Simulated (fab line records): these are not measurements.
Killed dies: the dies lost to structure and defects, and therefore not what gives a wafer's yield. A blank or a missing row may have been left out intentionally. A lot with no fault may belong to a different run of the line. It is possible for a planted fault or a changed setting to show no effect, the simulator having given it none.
A struck lot beside a sound one :: flow gf180mcu :: 30 out of 602 route steps
Sound: these wafers, L884.3, L884.5, L884.6. Wafers struck: L877.2, L877.3, L877.6. The cause is named last.
Per side, at each step with rows, come the tool, then ch with its chambers, and then its first start. Under that, the readings that differ: sound wafers :: struck wafers :: difference of the means :: sigmas: that difference in standard deviations of wafers without a fault.
alike: readings with means less than 2 such deviations apart, plus words and numbers identical on both sides. not compared: withheld readings, readings lacking a value on some wafer, bounds such as >300 that could conceal the same value, and numbers that have no deviation in the record and whose values overlap.
Wherever a step has rows on one side only, a row that says differs or no value, or a row with sigmas, the two part there. Numbers that don't overlap but have no deviation are shown without sigmas and don't part them. A reading that every wafer of one side lacks parts them only if that side has two wafers or more.

GF_STI_BOW_MEAS_00:
  sound on filmMetro-03, day 4 13:02; struck on filmMetro-03, day 3 02:01
  alike: INCOMING_BOW
GF_STI_OXIDATION_01: stabilise 600 s, purge 300 s, target thk 10 nm.
  sound on furnace-01 ch 0, day 4 13:37; struck on furnace-02 ch 0, day 3 02:07
reading: model.SiO2_of_STI_OXIDATION_01.thkNm (nm)
sound: 9.893 9.765 9.924
struck: 13.43 13.59 13.55
difference: +3.66
sigmas: 
  alike: oxTempCMax
GF_STI_THK_MEAS_02:
  sound on filmMetro-03, day 4 15:02; struck on filmMetro-01, day 3 03:31
reading: STI_OXIDATION_THK (nm)
sound: 9.88 9.75 9.88
struck: 13.39 13.61 13.53
difference: +3.67
sigmas: +18
then, 1 step without rows for these wafers: GF_STI_CVD_03 (deposits Si3N4 from DCS/NH3, target thk 207.16 nm, time 3551 s).
GF_STI_THK_MEAS_04:
  sound on filmMetro-01, day 4 17:05; struck on filmMetro-02, day 3 06:34
  alike: STI_CVD_03_THK
then, 7 steps without rows for these wafers: GF_STI_DEHYDRATE_05 (time 60 s); GF_STI_HMDS_06 (prime time 60 s); GF_STI_COAT_07 (resist thk 700 nm); GF_STI_SOFTBAKE_08 (time 60 s); GF_STI_EXPOSE_09 (exposes mask COMP, target cd 220 nm); GF_STI_PEB_10 (peb time 90 s); GF_STI_DEVELOP_11 (develop time 60 s).
GF_STI_CD_MEAS_12 targets a cd of 220 nm.
  sound on cdSem-01, day 5 06:43; struck on cdSem-01, day 3 19:05
  alike: cdNm
GF_STI_ETCH_13: etches the open film in CHF3/O2, stops on Si, target depth 282.31 nm, time 112.9 s.
  sound on rieDiel-01 ch 1,2,3, day 5 06:48; struck on rieDiel-01 ch 0,2,3, day 3 19:11
  alike: biasW, chamberPressureMTorr, drypumpMotorCurrentA, oesProductAu, rfFwdPowerW, throttleValvePct
  not compared: rfHoursCounterH
GF_STI_ETCH_14: etches Si in HBr/Cl2/O2, target depth 360 nm, time 102.9 s.
  sound on rieSi-01 ch 1,2, day 5 06:53; struck on rieSi-02 ch 1,2,3, day 3 19:16
  alike: biasW, chamberPressureMTorr, drypumpMotorCurrentA, oesProductAu, rfFwdPowerW, throttleValvePct
  not compared: rfHoursCounterH
GF_STI_STRIP_15: strips in O2/N2.
  sound on plasmaAsher-03 ch 0,1, day 5 06:59; struck on plasmaAsher-02 ch 0,1, day 3 19:20
  alike: chamberPressureMTorr, drypumpMotorCurrentA, heaterPowerW, o2FlowSccm, oesProductAu, stripTimeToEndpointS
  not compared: rfHoursCounterH
then, 6 steps without rows for these wafers: GF_STI_CLEAN_16 (cleans in dHF, time 25 s); GF_STI_WET_ETCH_17 (etches Si3N4 in H3PO4, target depth 45 nm, time 514 s); GF_STI_CLEAN_18 (cleans in SC1/SC2, time 150 s); GF_STI_CLEAN_19 (cleans in dHF, time 20 s); GF_STI_WET_ETCH_20 (etches SiO2 in dHF, target depth 20 nm, time 400 s); GF_STI_OXIDATION_21 (stabilise 600 s, purge 300 s, target thk 15 nm).
GF_STI_THK_MEAS_22:
  sound on filmMetro-01, day 5 10:00; struck on filmMetro-03, day 3 20:55
  alike: STI_OXIDATION_01_THK
then, 1 step without rows for these wafers: GF_STI_CVD_23 (deposits SiO2, target thk 650 nm, time 108.3 s).
GF_STI_THK_MEAS_24:
  sound on filmMetro-02, day 5 10:08; struck on filmMetro-02, day 3 21:03
  alike: STI_CVD_23_THK
GF_STI_CMP_25: polishes, stops on Si3N4, t overpolish 33 s, target thk 524.6 nm.
  sound on cmp-02 ch 0,3, day 5 10:10; struck on cmp-01 ch 0,3, day 3 21:09
  alike: motorCurrentA
then, 1 step without rows for these wafers: GF_STI_WET_ETCH_26 (etches SiO2 in dHF, target depth 94 nm, time 188 s).
GF_STI_WET_ETCH_27: etches Si3N4 in H3PO4, target depth 160 nm, time 1825 s.
  sound on wetBench-03 ch 0, day 5 10:32; struck on wetBench-03 ch 3, day 3 21:28
reading: model.SiO2_of_STI_OXIDATION_01.thkNm (nm)
sound: 9.82 9.693 9.852
struck: 13.36 13.52 13.48
difference: +3.66
sigmas: 
  alike: bathHeatDutyPct
then, 1 step without rows for these wafers: GF_STI_WET_ETCH_28 (etches SiO2 in dHF, target depth 20 nm, time 40 s).
-- the record jumps here: 28 days lie between the struck wafers' starts before and after (it left off in module STI and takes up again in module PASSIVATION, whose first step shown is number 602 of the route) --
GF_PASSIVATION_PROBE_99:
  record: rows for the struck wafers here (prober-02, day 31 09:43), none for the sound ones

== WHERE THEY PART ==
Earliest at GF_STI_THK_MEAS_02; latest, in this record, at GF_PASSIVATION_PROBE_99.

WHY: what the simulator had put in
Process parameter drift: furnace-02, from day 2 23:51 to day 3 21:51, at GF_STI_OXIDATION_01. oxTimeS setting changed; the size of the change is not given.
